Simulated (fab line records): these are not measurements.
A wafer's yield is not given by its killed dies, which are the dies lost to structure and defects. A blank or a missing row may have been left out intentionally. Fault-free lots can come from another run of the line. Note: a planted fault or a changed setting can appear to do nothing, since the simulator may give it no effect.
Which tool was responsible? + flow gf180mcu + at 1 step of a route of 602, 15 lots with 45 wafers sampled

WHAT THE GAUGES READ, wafer by wafer
GF_V2_OVL_MEAS_15.
| lot  | measured     | on         | V2_OVL (nm) |
|------|--------------|------------|-------------|
| L835 | day 20 01:14 | overlay-02 | 5 -2 -8     |
| L838 | day 21 14:20 | overlay-02 | 2 1 -1      |
| L839 | day 21 21:54 | overlay-01 | 11 -3 4     |
| L841 | day 22 13:45 | overlay-01 | 9 -5 3      |
| L843 | day 23 11:35 | overlay-01 | 1 2 12      |
| L844 | day 23 12:17 | overlay-01 | 2 8 10      |
| L845 | day 23 20:32 | overlay-02 | -2 4 -5     |
| L846 | day 24 06:21 | overlay-01 | -2 -2 2     |
| L851 | day 26 03:56 | overlay-02 | -6 1 1      |
| L852 | day 26 10:51 | overlay-01 | 2 -8 1      |
| L853 | day 26 22:17 | overlay-01 | 4 4 4       |
| L854 | day 26 23:22 | overlay-02 | 10 -3 -1    |
| L856 | day 27 12:22 | overlay-02 | -3 0 0      |
| L857 | day 27 16:02 | overlay-02 | 4 -1 0      |
| L858 | day 28 00:45 | overlay-02 | 15 2 3      |

WHICH TOOL RAN EACH LOT (tool, then ch and the chambers of the sampled wafers, then the start)
The record holds no process step before these readings.

AS READ BY THE TOOLS THEMSELVES (means over the sampled wafers that have a number; for cases with no such wafer, the mark the record gives instead)
The record holds no such reading with a usual standard deviation.

THE ANSWER, worked out from the rows above alone
Rule: usual is defined by the lots themselves. Put in order of their means at a reading, lots are off if they are a third of the lots or fewer, leave a main group of 4 or more, and stand apart from it by a gap of 3 or more times the standard deviation of the main group's means; of several such gaps the widest counts. A main group whose means are all the same, to the digits that the tables above print for the reading, isn't used. Also off: a lot with no number at a reading for which 4 or more lots have one. Any other lot the step has rows for is counted as sound. First the gauges in route order, then the tools' own readings, where a lot's mean is used as printed above. At the first step where some lot is off, the reading lying furthest off is the one used; lots without a number count as furthest.
Across all readings shown, no lot is off: no conclusion can be drawn from this.

WHAT THE SIMULATOR HAD PUT IN
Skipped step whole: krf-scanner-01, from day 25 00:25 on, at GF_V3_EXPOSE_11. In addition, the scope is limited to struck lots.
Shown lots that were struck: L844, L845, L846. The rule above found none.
